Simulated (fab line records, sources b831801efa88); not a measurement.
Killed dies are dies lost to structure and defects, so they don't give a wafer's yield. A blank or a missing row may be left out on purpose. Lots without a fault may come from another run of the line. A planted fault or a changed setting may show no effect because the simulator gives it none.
Which tool did it? | flow gf180mcu | 7 lots, 21 wafers sampled, at 1 step of a route of 602

WHAT THE GAUGES READ, wafer by wafer
GF_POLY_GATE_THK_MEAS_17.
lot  | measured     | on            | POLY_GATE_OXIDATION_THK (nm)
L979 | day 9 14:38  | film_metro-03 | 3.93 3.90 4.01
L982 | day 10 09:51 | film_metro-02 | 3.99 4.01 3.97
L985 | day 11 10:03 | film_metro-04 | 3.96 3.96 4.00
L991 | day 13 03:46 | film_metro-03 | 3.93 3.95 3.94
L996 | day 14 15:46 | film_metro-02 | 3.95 3.94 3.96
L999 | day 15 10:04 | film_metro-02 | 4.00 3.97 3.97
L101 | day 16 05:20 | film_metro-04 | 3.97 3.98 3.90

WHICH TOOL RAN EACH LOT (tool, then ch and the chambers of the sampled wafers, then the start)
The record holds no process step before these readings.

THE ANSWER, worked out from the rows above alone
Rule: what is usual is taken from the lots themselves. Put in order of their means at a reading, lots are off if they are a third of the lots or fewer, leave a main group of 4 or more, and stand apart from it by a gap of 3 or more times the standard deviation of the main group's means; of several such gaps the widest counts. A main group whose means are all the same, to the digits that the tables above print for the reading, isn't used. A lot without any number at a reading at which 4 lots or more have one is off too. The other lots that the step has rows for count as sound.
No lot is off at any reading shown: from this, nothing can be told.

WHAT THE SIMULATOR HAD PUT IN
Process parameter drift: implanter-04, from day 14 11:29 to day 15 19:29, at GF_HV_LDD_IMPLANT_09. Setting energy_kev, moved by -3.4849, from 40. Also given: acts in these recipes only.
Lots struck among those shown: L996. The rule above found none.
